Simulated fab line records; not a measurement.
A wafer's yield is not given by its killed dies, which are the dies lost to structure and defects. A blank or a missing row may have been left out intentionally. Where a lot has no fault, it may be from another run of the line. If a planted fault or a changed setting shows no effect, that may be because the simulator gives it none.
Which tool was responsible? :: flow gf180mcu :: 13 lots with 39 wafers sampled at 5 steps, on a route of 602 steps

WHAT THE GAUGES READ, wafer by wafer
GF_HV_LDD_TW_MEAS_50.
lot: L333
measured: day 12 09:15
on: film_metro-02
HV_LDD_4_TW: 567 569 569

lot: L334
measured: day 12 13:51
on: film_metro-02
HV_LDD_4_TW: 572 569 565

lot: L335
measured: day 13 01:33
on: film_metro-04
HV_LDD_4_TW: 567 566 563

lot: L340
measured: day 14 18:19
on: film_metro-02
HV_LDD_4_TW: 573 574 573

lot: L339
measured: day 14 18:37
on: film_metro-04
HV_LDD_4_TW: 569 566 566

lot: L344
measured: day 16 02:43
on: film_metro-03
HV_LDD_4_TW: 574 572 574

lot: L348
measured: day 17 09:14
on: film_metro-03
HV_LDD_4_TW: 572 571 572

lot: L350
measured: day 18 00:01
on: film_metro-02
HV_LDD_4_TW: 572 569 571

lot: L352
measured: day 18 16:46
on: film_metro-03
HV_LDD_4_TW: 573 571 572

lot: L353
measured: day 19 02:02
on: film_metro-02
HV_LDD_4_TW: 571 571 570

lot: L354
measured: day 19 15:25
on: film_metro-02
HV_LDD_4_TW: 574 573 572

lot: L355
measured: day 19 21:48
on: film_metro-04
HV_LDD_4_TW: 560 559 564

lot: L356
measured: day 20 02:35
on: film_metro-02
HV_LDD_4_TW: 570 571 572

GF_HV_LDD_THK_MEAS_57.
lot: L333
measured: day 12 12:04
on: film_metro-02
HV_LDD_CVD_56_THK (nm): 88.5 88.1 87.7

lot: L334
measured: day 12 16:39
on: film_metro-03
HV_LDD_CVD_56_THK (nm): 89.0 88.3 88.9

lot: L335
measured: day 13 04:21
on: film_metro-03
HV_LDD_CVD_56_THK (nm): 92.0 91.9 92.0

lot: L340
measured: day 14 21:22
on: film_metro-03
HV_LDD_CVD_56_THK (nm): 89.5 89.9 89.7

lot: L339
measured: day 14 22:47
on: film_metro-04
HV_LDD_CVD_56_THK (nm): 89.0 88.9 88.1

lot: L344
measured: day 16 05:32
on: film_metro-02
HV_LDD_CVD_56_THK (nm): 88.9 88.8 89.7

lot: L348
measured: day 17 13:04
on: film_metro-04
HV_LDD_CVD_56_THK (nm): 91.5 92.1 92.9

lot: L350
measured: day 18 03:20
on: film_metro-04
HV_LDD_CVD_56_THK (nm): 89.4 89.0 89.4

lot: L352
measured: day 18 19:34
on: film_metro-04
HV_LDD_CVD_56_THK (nm): 91.0 90.1 91.1

lot: L353
measured: day 19 04:51
on: film_metro-04
HV_LDD_CVD_56_THK (nm): 91.3 91.6 90.7

lot: L354
measured: day 19 18:13
on: film_metro-03
HV_LDD_CVD_56_THK (nm): 90.3 90.5 90.0

lot: L355
measured: day 20 00:37
on: film_metro-04
HV_LDD_CVD_56_THK (nm): 90.0 90.2 90.1

lot: L356
measured: day 20 05:24
on: film_metro-04
HV_LDD_CVD_56_THK (nm): 90.0 90.1 89.8

GF_PSD_CD_MEAS_07: target cd 400 nm.
lot: L333
measured: day 14 03:08
on: cd_sem-01
cd_nm (nm): 402.1 400.1 400.4

lot: L334
measured: day 14 08:17
on: cd_sem-01
cd_nm (nm): 402.9 402.9 404.4

lot: L335
measured: day 14 21:48
on: cd_sem-01
cd_nm (nm): 404.0 402.2 402.2

lot: L340
measured: day 16 17:06
on: cd_sem-02
cd_nm (nm): 398.4 398.9 397.3

lot: L339
measured: day 16 18:56
on: cd_sem-02
cd_nm (nm): 400.5 403.2 401.8

lot: L344
measured: day 18 04:10
on: cd_sem-01
cd_nm (nm): 398.5 400.9 399.6

lot: L348
measured: day 19 13:30
on: cd_sem-01
cd_nm (nm): 322.1 319.9 320.9

lot: L350
measured: day 20 04:07
on: cd_sem-01
cd_nm (nm): 401.3 403.0 401.3

lot: L352
measured: day 20 19:40
on: cd_sem-02
cd_nm (nm): 402.2 400.8 398.2

lot: L353
measured: day 21 05:46
on: cd_sem-02
cd_nm (nm): 402.2 401.8 401.1

lot: L354
measured: day 21 17:32
on: cd_sem-01
cd_nm (nm): 402.4 402.7 403.5

lot: L355
measured: day 22 00:25
on: cd_sem-01
cd_nm (nm): 400.4 399.8 402.1

lot: L356
measured: day 22 05:35
on: cd_sem-02
cd_nm (nm): 401.7 400.0 400.4

WHICH TOOL RAN EACH LOT (tool, then ch and the chambers of the sampled wafers, then the start)
lot: L333
GF_HV_LDD_RTA_52: rtp_anneal-02 ch 0, day 12 09:22
GF_PSD_EXPOSE_04: iline_stepper-01 ch 0, day 13 17:02

lot: L334
GF_HV_LDD_RTA_52: rtp_anneal-01 ch 0, day 12 13:58
GF_PSD_EXPOSE_04: iline_stepper-02 ch 0, day 13 22:43

lot: L335
GF_HV_LDD_RTA_52: rtp_anneal-02 ch 0, day 13 01:40
GF_PSD_EXPOSE_04: iline_stepper-01 ch 0, day 14 11:14

lot: L340
GF_HV_LDD_RTA_52: rtp_anneal-01 ch 0, day 14 18:25
GF_PSD_EXPOSE_04: iline_stepper-02 ch 0, day 16 05:59

lot: L339
GF_HV_LDD_RTA_52: rtp_anneal-02 ch 0, day 14 18:43
GF_PSD_EXPOSE_04: iline_stepper-02 ch 0, day 16 07:32

lot: L344
GF_HV_LDD_RTA_52: rtp_anneal-02 ch 0, day 16 02:50
GF_PSD_EXPOSE_04: iline_stepper-02 ch 0, day 17 16:45

lot: L348
GF_HV_LDD_RTA_52: rtp_anneal-01 ch 0, day 17 09:22
GF_PSD_EXPOSE_04: iline_stepper-02 ch 0, day 19 01:25

lot: L350
GF_HV_LDD_RTA_52: rtp_anneal-02 ch 0, day 18 00:08
GF_PSD_EXPOSE_04: iline_stepper-01 ch 0, day 19 16:14

lot: L352
GF_HV_LDD_RTA_52: rtp_anneal-01 ch 0, day 18 16:53
GF_PSD_EXPOSE_04: iline_stepper-01 ch 0, day 20 07:52

lot: L353
GF_HV_LDD_RTA_52: rtp_anneal-02 ch 0, day 19 02:10
GF_PSD_EXPOSE_04: iline_stepper-02 ch 0, day 20 17:41

lot: L354
GF_HV_LDD_RTA_52: rtp_anneal-02 ch 0, day 19 15:31
GF_PSD_EXPOSE_04: iline_stepper-02 ch 0, day 21 06:17

lot: L355
GF_HV_LDD_RTA_52: rtp_anneal-01 ch 0, day 19 21:55
GF_PSD_EXPOSE_04: iline_stepper-02 ch 0, day 21 12:25

lot: L356
GF_HV_LDD_RTA_52: rtp_anneal-01 ch 0, day 20 02:43
GF_PSD_EXPOSE_04: iline_stepper-01 ch 0, day 21 17:43
- GF_HV_LDD_RTA_52: time 10 s.
- GF_PSD_EXPOSE_04: exposes mask Pplus, target cd 400 nm.

WHAT THE TOOLS THEMSELVES READ (means of the sampled wafers that have a number; where no wafer has one, the mark that the record gives instead)
GF_HV_LDD_RTA_52.
lot: L333
tool: rtp_anneal-02
anneal_temp_c_max: 1004.7
lamp_power_pct (%): 29.1
wafer_temp_C_max: 1005.0

lot: L334
tool: rtp_anneal-01
anneal_temp_c_max: 1005.2
lamp_power_pct (%): 30.8
wafer_temp_C_max: 1006.0

lot: L335
tool: rtp_anneal-02
anneal_temp_c_max: 1004.6
lamp_power_pct (%): 29.0
wafer_temp_C_max: 1006.5

lot: L340
tool: rtp_anneal-01
anneal_temp_c_max: 1004.6
lamp_power_pct (%): 30.8
wafer_temp_C_max: 1006.2

lot: L339
tool: rtp_anneal-02
anneal_temp_c_max: 1007.4
lamp_power_pct (%): 29.0
wafer_temp_C_max: 1006.0

lot: L344
tool: rtp_anneal-02
anneal_temp_c_max: 1004.5
lamp_power_pct (%): 29.1
wafer_temp_C_max: 1005.5

lot: L348
tool: rtp_anneal-01
anneal_temp_c_max: 1004.7
lamp_power_pct (%): 30.8
wafer_temp_C_max: 1006.7

lot: L350
tool: rtp_anneal-02
anneal_temp_c_max: 1004.7
lamp_power_pct (%): 29.1
wafer_temp_C_max: 1007.3

lot: L352
tool: rtp_anneal-01
anneal_temp_c_max: 1004.2
lamp_power_pct (%): 30.8
wafer_temp_C_max: 1005.8

lot: L353
tool: rtp_anneal-02
anneal_temp_c_max: 1005.7
lamp_power_pct (%): 29.0
wafer_temp_C_max: 1005.3

lot: L354
tool: rtp_anneal-02
anneal_temp_c_max: 1005.0
lamp_power_pct (%): 29.1
wafer_temp_C_max: 1006.4

lot: L355
tool: rtp_anneal-01
anneal_temp_c_max: 1004.7
lamp_power_pct (%): 30.8
wafer_temp_C_max: 1006.0

lot: L356
tool: rtp_anneal-01
anneal_temp_c_max: 1004.1
lamp_power_pct (%): 30.7
wafer_temp_C_max: 1006.1

THE ANSWER, worked out from the rows above alone
Rule: usual is defined by the lots themselves. Put in order of their means at a reading, lots are off if they are a third of the lots or fewer, leave a main group of 4 or more, and stand apart from it by a gap of 3 or more times the standard deviation of the main group's means; of several such gaps the widest counts. The tables above print the reading to a certain number of digits; a main group whose means all agree to those digits is not used. Also off: a lot with no number at a reading for which 4 or more lots have one. Any other lot the step has rows for is counted as sound. The gauges are gone through in route order, then the tools' own readings, and for those a lot's mean is taken as printed above. The first step at which some lot is off is used, and at that step the reading that is off furthest; a lot without a number counts as furthest.
Off at GF_PSD_CD_MEAS_07 (cd_nm): L348. Main group: mean 401.3 nm, sd 1.4.
If a tool, at a process step before that reading, ran all the lots that are off and no sound lot after the first of them, it fits. Those tools and the gauges at GF_PSD_CD_MEAS_07 are tried in the same way. Not one of the candidates tried fits.

WHAT THE SIMULATOR HAD PUT IN
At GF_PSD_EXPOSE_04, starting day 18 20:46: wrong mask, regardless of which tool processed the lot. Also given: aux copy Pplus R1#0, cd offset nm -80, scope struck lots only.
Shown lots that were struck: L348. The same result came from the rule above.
